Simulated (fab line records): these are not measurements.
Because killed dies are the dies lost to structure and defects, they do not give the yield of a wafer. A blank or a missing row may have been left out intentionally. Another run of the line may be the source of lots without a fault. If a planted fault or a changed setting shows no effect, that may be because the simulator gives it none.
Chamber matching | flow sky130 | SKY_CAPM_CVD_00 on pecvd-03: 3 sister chambers
The step deposits SiO2, target thk 15.5 nm. 3 wafers are shown with their chamber, then 11 later ones without.

EACH WAFER AND ITS CHAMBER
wafer  | chamber | heater-power-w (W)
L084.1 | 1       | 933
L084.6 | 2       | 766
L085.2 | 0       | 616

WAFERS WITHOUT THEIR CHAMBER
wafer  | heater-power-w (W)
L085.4 | 610
L085.5 | 973
L088.1 | 786
L088.4 | 754
L088.5 | 572
L092.3 | 969
L092.5 | 607
L092.6 | 685
L096.3 | 728
L096.5 | 747
L096.6 | 596

CHAMBER TAKEN BY EACH
wafer  | from the rows above     | in truth
L085.4 | 0                       | 0
L085.5 | 1                       | 1
L088.1 | 2                       | 2
L088.4 | 2                       | 2
L088.5 | 0                       | 0
L092.3 | 1                       | 1
L092.5 | 0                       | 0
L092.6 | can't be placed: 0 or 2 | 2
L096.3 | 2                       | 2
L096.5 | 2                       | 2
L096.6 | 0                       | 0
Correct placement for 10 of the 11. Can't be placed from these rows: 1 (the true chamber is among the candidates in 1). Number placed wrongly: 0.
How it was worked out, from the rows above alone: a wafer's distance from a chamber is the root of the sum, over the readings, of the square of ((its reading less the chamber's mean) divided by the reading's scatter). If the next closest chamber is less than 2 further off than the closest, the wafer can't be placed; otherwise it belongs to the closest. A chamber's mean is the mean of its shown wafers. The scatter: with one shown wafer a chamber, the root of the mean of the squares of how far each hidden wafer lies from its nearest shown one.
